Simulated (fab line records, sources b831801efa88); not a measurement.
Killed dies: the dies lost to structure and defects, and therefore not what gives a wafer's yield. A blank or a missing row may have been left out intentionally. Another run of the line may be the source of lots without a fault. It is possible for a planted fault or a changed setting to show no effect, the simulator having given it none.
Matching of chambers -- flow gf180mcu -- GF_V4_CVD_02 on pecvd-03 has 3 sister chambers
The step deposits SiO2 from TEOS, target thk 850 nm, time 94.851 s. 6 wafers are shown with their chamber, then 7 later ones without.

## EACH WAFER AND ITS CHAMBER
wafer,chamber,heaterPowerW (W),susceptorTempC (C)
L952.4,2,579,399.75
L954.2,0,751,399.99
L954.3,1,695,400.29
L954.6,0,766,400.44
L965.2,2,694,399.89
L965.3,1,746,399.96

## WAFERS WITH NO CHAMBER GIVEN
wafer,heaterPowerW (W),susceptorTempC (C)
L965.4,719,400.01
L971.2,601,400.32
L971.3,782,399.42
L971.4,612,399.86
L973.2,798,400.05
L973.4,717,400.13
L973.6,740,399.94

## EACH ONE'S CHAMBER
wafer,from the rows above,in truth
L965.4,can't be placed: 1 or 0 or 2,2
L971.2,can't be placed: 2 or 1 or 0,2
L971.3,can't be placed: 1 or 2 or 0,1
L971.4,can't be placed: 2 or 1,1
L973.2,can't be placed: 0 or 1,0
L973.4,can't be placed: 1 or 0 or 2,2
L973.6,can't be placed: 1 or 0 or 2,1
Correct placement for 0 of the 7. Not placeable from these rows: 7 (in 7, the candidates include the true chamber). Placed wrongly: 0.
How it was worked out, from the rows above alone: a wafer's distance from a chamber is the root of the sum, over the readings, of the square of ((its reading less the chamber's mean) divided by the reading's scatter). If the next closest chamber is less than 2 further off than the closest, the wafer can't be placed; otherwise it belongs to the closest. A chamber's mean is the mean of its shown wafers. The scatter: take each reading less its chamber's mean, square it, sum over the shown wafers, divide by the number of wafers less the number of chambers, and take the root.
